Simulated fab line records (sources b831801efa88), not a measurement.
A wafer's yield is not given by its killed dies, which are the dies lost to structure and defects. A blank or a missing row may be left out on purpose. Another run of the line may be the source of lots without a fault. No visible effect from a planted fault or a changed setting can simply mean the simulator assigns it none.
Which tool was responsible? | flow sky130 | 45 wafers from 15 lots sampled at 6 of the route's 708 steps

## WHAT EACH GAUGE READ, for each wafer
SKY_VIA2_BOW_MEAS_03.
lot  | measured     | on            | VIA2_BOW (um)
L663 | day 36 10:04 | film_metro-02 | 87 93 83
L665 | day 36 22:22 | film_metro-03 | 84 83 84
L666 | day 37 00:40 | film_metro-03 | 82 88 89
L668 | day 37 11:29 | film_metro-04 | 76 87 84
L669 | day 37 18:37 | film_metro-02 | 79 82 102
L670 | day 38 06:04 | film_metro-03 | 84 76 93
L671 | day 38 08:31 | film_metro-04 | 90 95 86
L672 | day 38 16:44 | film_metro-03 | 81 92 92
L675 | day 39 16:40 | film_metro-04 | 84 84 67
L677 | day 40 02:50 | film_metro-03 | 83 78 91
L679 | day 40 09:20 | film_metro-04 | 80 95 83
L681 | day 41 01:29 | film_metro-02 | 88 87 91
L683 | day 41 15:13 | film_metro-03 | 85 83 83
L684 | day 41 23:23 | film_metro-04 | 86 98 99
L685 | day 42 06:17 | film_metro-03 | 84 94 81

SKY_VIA2_CD_MEAS_12: target cd 200 nm.
lot  | measured     | on        | cd_nm (nm)
L663 | day 37 11:29 | cd_sem-02 | 200.5 201.2 200.6
L665 | day 37 23:09 | cd_sem-02 | 201.2 201.8 200.2
L666 | day 38 02:01 | cd_sem-01 | 200.6 201.1 201.3
L668 | day 38 12:51 | cd_sem-01 | 201.4 200.6 198.9
L669 | day 38 20:30 | cd_sem-01 | 199.5 199.4 198.4
L670 | day 39 07:21 | cd_sem-02 | 202.9 199.6 201.4
L671 | day 39 09:11 | cd_sem-02 | 202.8 200.7 202.5
L672 | day 39 17:29 | cd_sem-01 | 199.5 199.2 199.3
L675 | day 40 16:46 | cd_sem-02 | 200.2 200.0 200.1
L677 | day 41 02:45 | cd_sem-02 | 202.3 202.2 202.8
L679 | day 41 09:11 | cd_sem-01 | 198.6 198.5 199.8
L681 | day 42 01:22 | cd_sem-01 | 202.1 203.0 202.4
L683 | day 42 14:42 | cd_sem-01 | 201.5 201.8 201.3
L684 | day 42 22:19 | cd_sem-02 | 199.1 199.7 200.5
L685 | day 43 05:39 | cd_sem-01 | 197.2 197.5 196.1

SKY_METAL5_RS_MEAS_05: a four-point-probe measurement.
lot  | measured     | on            | METAL5_ALCU_RS (ohm/sq)
L663 | day 43 21:02 | film_metro-04 | 0.02677 0.02671 0.02656
L665 | day 44 07:09 | film_metro-03 | 0.02663 0.02683 0.02642
L666 | day 44 10:51 | film_metro-04 | 0.02636 0.02639 0.0265
L668 | day 44 20:01 | film_metro-01 | 0.02711 0.02225 0.02229
L669 | day 45 02:43 | film_metro-01 | 0.02716 0.02725 0.0272
L670 | day 45 13:59 | film_metro-04 | 0.02713 0.02213 0.02719
L671 | day 45 14:16 | film_metro-03 | 0.027 0.02694 0.02694
L672 | day 45 21:44 | film_metro-03 | 0.02673 0.02227 0.02709
L675 | day 46 19:18 | film_metro-04 | 0.02733 0.02699 0.02723
L677 | day 47 03:16 | film_metro-01 | 0.02714 0.02695 0.02725
L679 | day 47 11:17 | film_metro-01 | 0.02666 0.02667 0.02635
L681 | day 47 21:53 | film_metro-03 | 0.02699 0.02701 0.0268
L683 | day 48 11:02 | film_metro-03 | 0.02709 0.02681 0.02691
L684 | day 48 15:49 | film_metro-01 | 0.02704 0.02721 0.02748
L685 | day 48 22:52 | film_metro-01 | 0.02704 0.02717 0.02697

SKY_METAL5_THK_MEAS_06: measures by xrf.
lot  | measured     | on            | METAL5_ALCU_THK (nm)
L663 | day 43 21:08 | film_metro-04 | 1180 1181 1185
L665 | day 44 07:16 | film_metro-03 | 1188 1175 1189
L666 | day 44 10:58 | film_metro-04 | 1205 1197 1195
L668 | day 44 20:08 | film_metro-01 | 1172 1428 1424
L669 | day 45 02:50 | film_metro-01 | 1175 1169 1163
L670 | day 45 14:05 | film_metro-04 | 1166 1427 1163
L671 | day 45 14:23 | film_metro-03 | 1167 1172 1168
L672 | day 45 21:51 | film_metro-03 | 1171 1412 1156
L675 | day 46 19:25 | film_metro-04 | 1155 1175 1163
L677 | day 47 03:23 | film_metro-01 | 1160 1168 1151
L679 | day 47 11:24 | film_metro-01 | 1184 1173 1193
L681 | day 47 21:59 | film_metro-03 | 1171 1180 1177
L683 | day 48 11:10 | film_metro-03 | 1160 1169 1166
L684 | day 48 15:55 | film_metro-01 | 1167 1161 1150
L685 | day 48 22:59 | film_metro-01 | 1170 1167 1179

## EACH LOT AND THE TOOL THAT RAN IT (in order: tool; ch and the chambers of the sampled wafers; start)
lot  | SKY_METAL3_SPUTTER_04        | SKY_METAL5_SPUTTER_02
L663 | pvd_sputter-02, day 37 13:05 | pvd_sputter-04, day 43 20:53
L665 | pvd_sputter-02, day 38 00:49 | pvd_sputter-04, day 44 07:02
L666 | pvd_sputter-02, day 38 03:38 | pvd_sputter-01, day 44 10:43
L668 | pvd_sputter-04, day 38 14:30 | pvd_sputter-04, day 44 19:53
L669 | pvd_sputter-04, day 38 22:10 | pvd_sputter-03, day 45 02:35
L670 | pvd_sputter-03, day 39 08:58 | pvd_sputter-04, day 45 13:50
L671 | pvd_sputter-03, day 39 10:49 | pvd_sputter-01, day 45 14:08
L672 | pvd_sputter-03, day 39 19:07 | pvd_sputter-04, day 45 21:37
L675 | pvd_sputter-02, day 40 18:26 | pvd_sputter-03, day 46 19:10
L677 | pvd_sputter-02, day 41 04:23 | pvd_sputter-01, day 47 03:08
L679 | pvd_sputter-02, day 41 10:52 | pvd_sputter-01, day 47 11:10
L681 | pvd_sputter-02, day 42 02:59 | pvd_sputter-01, day 47 21:44
L683 | pvd_sputter-04, day 42 16:28 | pvd_sputter-01, day 48 10:55
L684 | pvd_sputter-02, day 42 23:53 | pvd_sputter-04, day 48 15:40
L685 | pvd_sputter-04, day 43 07:19 | pvd_sputter-04, day 48 22:44
- SKY_METAL3_SPUTTER_04: material TiN, target thk 70 nm, time 58.3 s.
- SKY_METAL5_SPUTTER_02: material AlCu, target thk 1150 nm, time 61.2 s.

## AS READ BY THE TOOLS THEMSELVES (means over the sampled wafers that have a number; for cases with no such wafer, the mark the record gives instead)
SKY_METAL3_SPUTTER_04.
lot  | tool           | cathode_dc_power_W (W) | throttle_valve_pct (%)
L663 | pvd_sputter-02 | 6500.3                 | 31.1
L665 | pvd_sputter-02 | 6500.2                 | 30.7
L666 | pvd_sputter-02 | 6501.0                 | 30.4
L668 | pvd_sputter-04 | 6500.8                 | 29.1
L669 | pvd_sputter-04 | 6500.9                 | 29.2
L670 | pvd_sputter-03 | 6500.9                 | 31.7
L671 | pvd_sputter-03 | 6501.1                 | 30.8
L672 | pvd_sputter-03 | 6500.9                 | 30.6
L675 | pvd_sputter-02 | 6500.2                 | 30.2
L677 | pvd_sputter-02 | 6500.8                 | 31.3
L679 | pvd_sputter-02 | 6499.6                 | 30.1
L681 | pvd_sputter-02 | 6499.7                 | 30.1
L683 | pvd_sputter-04 | 6500.4                 | 30.0
L684 | pvd_sputter-02 | 6499.9                 | 30.9
L685 | pvd_sputter-04 | 6500.0                 | 30.4

SKY_METAL5_SPUTTER_02.
lot  | tool           | cathode_dc_power_W (W) | throttle_valve_pct (%)
L663 | pvd_sputter-04 | 10600                  | 29.3
L665 | pvd_sputter-04 | 10601                  | 30.5
L666 | pvd_sputter-01 | 10600                  | 30.9
L668 | pvd_sputter-04 | 10600                  | 31.2
L669 | pvd_sputter-03 | 10599                  | 30.7
L670 | pvd_sputter-04 | 10600                  | 29.4
L671 | pvd_sputter-01 | 10601                  | 29.7
L672 | pvd_sputter-04 | 10602                  | 29.8
L675 | pvd_sputter-03 | 10599                  | 30.5
L677 | pvd_sputter-01 | 10602                  | 29.7
L679 | pvd_sputter-01 | 10600                  | 30.8
L681 | pvd_sputter-01 | 10601                  | 29.6
L683 | pvd_sputter-01 | 10597                  | 29.6
L684 | pvd_sputter-04 | 10600                  | 29.3
L685 | pvd_sputter-04 | 10600                  | 30.3

## THE ANSWER, worked out from the rows above alone
Rule: usual is defined by the lots themselves. Put in order of their means at a reading, lots are off if they are a third of the lots or fewer, leave a main group of 4 or more, and stand apart from it by a gap of 3 or more times the standard deviation of the main group's means; of several such gaps the widest counts. Not used: any main group whose means are identical at the precision the tables above print for the reading. Also off: a lot with no number at a reading for which 4 or more lots have one. Any other lot the step has rows for is counted as sound. First the gauges in route order, then the tools' own readings, where a lot's mean is used as printed above. At the first step where some lot is off, the reading lying furthest off is the one used; lots without a number count as furthest.
Off: L668, L670, L672, seen at SKY_METAL5_RS_MEAS_05 (METAL5_ALCU_RS). The main group: mean 0.02691 ohm/sq, standard deviation 0.00026.
If a tool, at a process step before that reading, ran all the lots that are off and no sound lot after the first of them, it fits. Those tools and the gauges at SKY_METAL5_RS_MEAS_05 are tried in the same way. Not one of the candidates tried fits.

## WHAT WAS PUT IN BY THE SIMULATOR
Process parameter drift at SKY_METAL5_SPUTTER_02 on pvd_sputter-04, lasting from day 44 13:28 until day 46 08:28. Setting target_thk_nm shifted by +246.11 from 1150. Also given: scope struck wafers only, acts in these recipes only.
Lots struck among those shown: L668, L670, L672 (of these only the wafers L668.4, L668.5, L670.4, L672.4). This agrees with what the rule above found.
